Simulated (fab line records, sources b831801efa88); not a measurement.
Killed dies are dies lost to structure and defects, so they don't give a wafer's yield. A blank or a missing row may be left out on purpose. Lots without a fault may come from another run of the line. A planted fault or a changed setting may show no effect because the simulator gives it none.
fab line records | flow sky130
record lots=5 wafers=15 last_day=50
route steps=708 shown VIA2@509 PAD_OPEN@708
lots that met no fault: from a run of the same line without faults
start_h: hours from the record's first day to the start of the lot's first wafer shown | wait_h: hours since the lot's step before | " the same as in the row above | L1.1+2: a row that stands for several wafers | - no value, or no start given | * or withheld: withheld | < > ~ a bound
route shown NAME@n: a module of which the file shows steps, and the number in the route of the first | usual: mean/standard deviation of fault-free wafers | same: alike in all rows | chamber/n: place in a boat | sites: the reading at each site | _std_site: their standard deviation | _edge_site: outer sites' mean less inner sites' | radius_mm: how far each site lies from the wafer's centre | mask NAME#n: copy n | behind: the tool/chamber that last shaped the wafer | hold: why the lot was held/for how many hours/how that ended | device: the transistor (n, p or np) that didn't switch | end of line: the same wafers' tests at the end of the route | a step without rows: its recipe alone | killed: dies lost to structure and defects at the first sort, not the wafer's yield | map: a wafer's dies, x killed, . not, _ none there
set.NAME: the setting as run; set.NAME@STEP: as run at that earlier step | model.NAME: the simulator's own value behind a step, which no gauge read
lots at some steps of the route; a table a step, a row a wafer
services: from which hour (start_h, from the record's first day; less than 0 if before it) a tool's chamber was out of use, for how many hours, and why
## steps
# step SKY_VIA2_CMP_02
# recipe material=SiO2 down_force_psi=4 platen_rpm=60 pad_velocity_m_s=0.94248
# usual motor_current_A=12.3/1.2 slurry_filter_dp_kPa=13.49/0.13
# columns lot.wafer tool chamber start_h wait_h motor_current_A slurry_filter_dp_kPa
L546.4 cmp-01 1 880.21 0.1 13.7 13.43
L546.6 " 0 " " 11.9 13.50
L546.5 " 1 " " 14.0 13.44
L549.2 cmp-01 2 902.20 0.1 11.4 13.43
L549.3 " 3 " " 10.5 13.29
L549.4 " 0 " " 11.5 13.63
L560.3 cmp-01 1 980.98 0.1 14.4 13.38
L560.2 " 2 " " 11.9 13.33
L560.5 " 1 " " 14.1 13.57
L561.1 cmp-02 3 983.69 0.1 13.4 13.40
L561.3 " 0 " " 13.2 13.67
L561.2 " 1 " " 11.4 13.71
L562.1 cmp-01 3 989.41 0.1 11.0 13.43
L562.3 " 0 " " 11.5 13.49
L562.2 " 1 " " 13.8 13.25
# step SKY_VIA2_BOW_MEAS_03
# recipe mode=bow
# usual VIA2_BOW=83/7.2
# columns lot.wafer tool chamber start_h wait_h VIA2_BOW[um]
L546.4 film_metro-01 - 880.52 0.3 89
L546.5 " - " " 83
L546.6 " - " " 87
L549.2 film_metro-01 - 902.47 0.2 79
L549.3 " - " " 70
L549.4 " - " " 76
L560.2 film_metro-02 - 981.25 0.2 81
L560.3 " - " " 92
L560.5 " - " " 80
L561.1 film_metro-04 - 983.94 0.2 76
L561.2 " - " " 82
L561.3 " - " " 81
L562.1 film_metro-02 - 989.71 0.2 78
L562.2 " - " " 94
L562.3 " - " " 83
# step SKY_VIA2_DEHYDRATE_04
# recipe temp_c=200 time_s=60
# step SKY_VIA2_HMDS_05
# recipe prime_time_s=60 prime_temp_c=120
# step SKY_VIA2_COAT_06
# recipe resist=BARC temp_c=withheld time_s=withheld spin_rpm=3059 resist_thk_nm=60
# step SKY_VIA2_COAT_07
# recipe resist=KrF-thick spin_rpm=3000 resist_thk_nm=450
# step SKY_VIA2_SOFTBAKE_08
# recipe temp_c=100 time_s=90 resist=KrF-thick
# step SKY_VIA2_EXPOSE_09
# recipe mask_id=VIM2 na=0.8 source_shape=annular sigma_inner=0.55 sigma_outer=0.85 target_cd_nm=200 dose_mj=38
# step SKY_VIA2_PEB_10
# recipe peb_temp_c=withheld peb_time_s=withheld resist=KrF-thick
# step SKY_VIA2_DEVELOP_11
# recipe develop_time_s=60 resist=KrF-thick dev_temp_c=21
# step SKY_VIA2_CD_MEAS_12
# recipe target_cd_nm=200
# usual cd_nm=199.7/1.6
# columns lot.wafer tool chamber start_h wait_h cd_nm
L546.4 cd_sem-02 - 906.11 - 197.5
L546.5 " - " " 197.1
L546.6 " - " " 197.1
L549.2 cd_sem-01 - 927.57 - 198.3
L549.3 " - " " 199.0
L549.4 " - " " 199.4
L560.2 cd_sem-02 - 1005.05 - 201.9
L560.3 " - " " 200.9
L560.5 " - " " 199.4
L561.1 cd_sem-02 - 1007.74 - 199.3
L561.2 " - " " 199.0
L561.3 " - " " 200.0
L562.1 cd_sem-01 - 1013.15 - 199.0
L562.2 " - " " 199.2
L562.3 " - " " 199.6
# step SKY_VIA2_OVL_MEAS_13
# usual VIA2_OVL=1/6.3
# columns lot.wafer tool chamber start_h wait_h VIA2_OVL[nm]
L546.4 overlay-02 - 906.19 0.1 -6
L546.5 " - " " -1
L546.6 " - " " -7
L549.2 overlay-02 - 927.68 0.1 -5
L549.3 " - " " -2
L549.4 " - " " 7
L560.2 overlay-01 - 1005.16 0.1 -5
L560.3 " - " " 7
L560.5 " - " " 6
L561.1 overlay-01 - 1007.86 0.1 -7
L561.2 " - " " -4
L561.3 " - " " -11
L562.1 overlay-01 - 1013.27 0.1 -4
L562.2 " - " " 6
L562.3 " - " " -1
# step SKY_VIA2_ETCH_14
# recipe chemistry=N2/H2 target=BARC ion_energy_ev=200 source_w=500 bias_w=100 pressure_mtorr=30 n2_flow_sccm=100 h2_flow_sccm=200 stop_on=SiO2 time_s=45.9 target_depth_a=600
# usual bias_w=99.95/0.27 drypump_motor_current_A=5.6/0.41 oes_product_au=0.850/0.0044 rf_fwd_power_W=494.8/2 throttle_valve_pct=13.226/0.01
# columns lot.wafer tool chamber start_h wait_h bias_w drypump_motor_current_A oes_product_au rf_fwd_power_W rf_hours_counter_h throttle_valve_pct model.KrF-thick_of_VIA2_COAT_07.thk_nm
L546.4 rie_diel-02 2 906.21 0.0 99.56 5.6 0.844 495.9 17 13.214 395
L546.5 " 3 " " 99.83 5.3 0.849 493.7 - 13.225 392.3
L546.6 " 0 " " 100.46 5.2 0.856 495.5 - 13.229 396.4
L549.2 rie_diel-01 2 927.71 0.0 99.70 5.0 0.850 493.2 22 13.224 393.3
L549.3 " 0 " " 99.91 5.7 0.845 493.2 2 13.227 395.2
L549.4 " 1 " " 99.27 6.2 0.853 494.7 7 13.239 395.3
L560.2 rie_diel-01 1 1005.19 0.0 100.37 6.2 0.854 418.2 9 13.242 398.3
L560.3 " 2 " " 99.83 4.9 0.839 494.7 24 13.224 390.9
L560.5 " 3 " " 99.95 5.2 0.852 492.4 - 13.230 392.8
L561.1 rie_diel-02 1 1007.89 0.0 100.33 5.8 0.849 494.0 6 13.230 392.3
L561.2 " 2 " " 99.91 5.6 0.854 496.8 20 13.226 393.3
L561.3 " 3 " " 99.92 5.3 0.851 493.9 17 13.209 392.2
L562.1 rie_diel-02 1 1013.31 0.0 100.15 5.8 0.845 493.1 6 13.230 391.9
L562.2 " 3 " " 99.79 5.3 0.856 495.8 17 13.239 391.3
L562.3 " 2 " " 99.97 5.6 0.849 498.4 20 13.223 392.3
# step SKY_VIA2_ETCH_15
# recipe target=SiO2 chemistry=C4F8/O2/Ar target_depth_nm=546 stop_on=TiN mask_material=KrF-thick source_w=1500 bias_w=1200 pressure_mtorr=40 c4f8_flow_sccm=withheld O2_flow_sccm=6 Ar_flow_sccm=300 time_s=84
# usual bias_w=1201/3.4 oes_product_au=0.938/0.0046 rf_fwd_power_W=1490/5.5
# columns lot.wafer tool chamber start_h wait_h bias_w oes_product_au rf_fwd_power_W rf_hours_counter_h model.KrF-thick_of_VIA2_COAT_07.thk_nm
L546.4 rie_diel-02 2 906.25 0.0 1202 0.936 1490 17 286.3
L546.5 " 3 " " 1204 0.932 1484 - 278.8
L546.6 " 0 " " 1202 0.935 1491 - 288.3
L549.2 rie_diel-01 2 927.75 0.0 1200 0.931 1493 22 281.8
L549.3 " 0 " " 1200 0.934 1482 2 286.9
L549.4 " 1 " " 1198 0.936 1494 7 286.2
L560.2 rie_diel-01 1 1005.23 0.0 1202 0.942 1503 9 287.7
L560.3 " 2 " " 1198 0.938 1489 24 278.3
L560.5 " 3 " " 1200 0.932 1483 - 283.4
L561.1 rie_diel-02 1 1007.94 0.0 1200 0.947 1485 6 283.2
L561.2 " 2 " " 1205 0.938 1484 20 283.1
L561.3 " 3 " " 1206 0.943 1488 17 278.3
L562.1 rie_diel-02 1 1013.35 0.0 1197 0.930 1485 6 281.3
L562.2 " 3 " " 1201 0.935 1495 17 276.2
L562.3 " 2 " " 1200 0.941 1500 20 280.8
# step SKY_VIA2_STRIP_16
# recipe chemistry=O2/N2 power_w=1400 pressure_mtorr=1500 platen_temp_c=withheld o2_flow_sccm=3000 n2_flow_sccm=300 overash_fraction=0.5
# usual drypump_motor_current_A=6.0/0.42 o2_flow_sccm=3000/9 oes_product_au=0.398/0.0048 strip_time_to_endpoint_s=4.04/0.038
# columns lot.wafer tool chamber start_h wait_h drypump_motor_current_A o2_flow_sccm oes_product_au rf_hours_counter_h strip_time_to_endpoint_s
L546.4 plasma_asher-03 1 906.35 0.1 6.7 3011 0.402 - 4.07
L546.5 " 0 " " 5.7 2996 0.388 - 3.99
L546.6 " 1 " " 6.7 3008 0.408 - 4.08
L549.2 plasma_asher-03 1 927.82 0.0 6.7 2989 0.402 51 4.01
L549.3 " 1 " " 6.7 2997 0.403 - 4.09
L549.4 " 0 " " 5.8 2988 0.395 - 4.07
L560.2 plasma_asher-02 0 1005.30 0.0 5.6 3013 0.400 76 4.08
L560.3 " 0 " " 5.6 2989 0.393 - 3.99
L560.5 " 1 " " 5.6 3002 0.403 - 4.04
L561.1 plasma_asher-03 1 1008.00 0.0 6.7 3004 0.394 59 4.03
L561.2 " 0 " " 5.7 3003 0.408 59 4.04
L561.3 " 0 " " 5.7 3015 0.398 - 3.98
L562.1 plasma_asher-03 0 1013.42 0.0 5.7 3000 0.399 59 4.02
L562.2 " 1 " " 6.7 2985 0.402 59 3.96
L562.3 " 1 " " 6.7 2993 0.404 - 4.01
# step SKY_PAD_OPEN_PROBE_99
# usual defect_limited_yield=82.6/1.9 killed_at_M0_to_M3=42/7 killed_at_M4_up=3.2/1.6 killed_at_contacts=24/5.8 killed_at_front_end=16/4.3 killed_at_other=0.3/0.62 killed_dies=86/9.5 killed_open=46/6.4 killed_short=39/6.3 sort_bin_3_pad_short=0.9/0.43 sort_bin_5_function=10.5/1.4 sort_bin_6_memory=6.1/1.2 sort_n_pass=406/9.5 sort_yield_pct=82.6/1.9
# same gross_dies=492 killed_at_back_side=0 sort_bin_4_leakage[%]=0 sort_bin_8_speed[%]=0
# columns lot.wafer tool chamber start_h wait_h defect_limited_yield[%] killed_at_M0_to_M3 killed_at_M4_up killed_at_contacts killed_at_front_end killed_at_other killed_dies killed_open killed_short sort_bin_3_pad_short[%] sort_bin_5_function[%] sort_bin_6_memory[%] sort_n_pass sort_yield_pct[%]
L546.4 prober-01 - 1121.85 0.2 84.1 30 5 26 17 0 78 41 37 1.0 8.9 5.9 414 84.1
L546.5 prober-01 - 1121.90 0.2 85.2 38 1 23 11 0 73 38 35 0.8 8.9 5.1 419 85.2
L546.6 prober-01 - 1121.95 0.2 82.1 41 4 22 21 0 88 42 46 0.8 10.8 6.3 404 82.1
# killed by level:class
L546.4 VIA2:geometric_particle:open=9 LI_CONTACT:geometric_particle:open=7 CONTACT:geometric_particle:open=6 POLY_GATE:geometric_particle:short=5 LOCAL_INTERCONNECT:geometric_particle:short=5 FIELD_ISO:geometric_particle:open=4 POLY_GATE:geometric_particle:open=4 CONTACT:geometric_particle:short=4
L546.5 VIA3:geometric_particle:open=9 CONTACT:geometric_particle:open=7 FIELD_ISO:geometric_particle:short=6 LOCAL_INTERCONNECT:geometric_particle:short=5 CONTACT:geometric_particle:short=5 VIA2:geometric_particle:open=5 VIA1:geometric_particle:open=5 LI_CONTACT:geometric_particle:open=4
L546.6 LI_CONTACT:geometric_particle:open=10 FIELD_ISO:geometric_particle:short=8 METAL1:geometric_particle:short=7 VIA2:geometric_particle:open=6 METAL2:geometric_particle:short=5 VIA1:geometric_particle:open=5 VIA3:geometric_particle:open=5 POLY_GATE:geometric_particle:short=4
## services
# columns tool chamber start_h hours kind
rie_diel-02 1 856.98 4.5 repair
cmp-01 - 863.45 1.8 repair
cmp-02 - 887.93 1.4 repair
cmp-02 - 893.59 8.4 repair
cmp-01 - 912.00 4.0 pm
cmp-01 - 916.00 - consumable_replace:conditioner
cmp-01 - 916.00 - consumable_replace:pad
cmp-02 - 924.09 0.6 repair
rie_diel-02 - 928.71 2.8 pm
cmp-01 - 928.78 6.8 pm
rie_diel-02 0 947.24 4.7 repair
cmp-02 - 955.03 1.7 repair
cmp-02 - 956.74 9.2 pm
plasma_asher-02 - 979.35 2.6 repair
plasma_asher-03 - 997.20 2.8 pm
rie_diel-02 0 1008.15 14.0 repair
## key
first_sign step=SKY_VIA2_ETCH_14 reading=rf_fwd_power_W direction=down sigmas=37 usual=494.8 struck=418.2
effect none on later readings
model_effect step=SKY_VIA2_ETCH_14 value=KrF-thick_of_VIA2_COAT_07.thk_nm without=392 struck=398.3
model_effect step=SKY_VIA2_ETCH_15 value=KrF-thick_of_VIA2_COAT_07.thk_nm without=281.4 struck=287.7
met_at SKY_VIA2_ETCH_14
struck_wafers L560.2
onset_between 927.71 1005.19
fault kind=process_parameter_drift tool=rie_diel-01 chamber=1 onset_h=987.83 steps=SKY_VIA2_ETCH_14 channel=source_w offset=-80 shape=step end_h=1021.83 acts_in=these_recipes_only stated=500
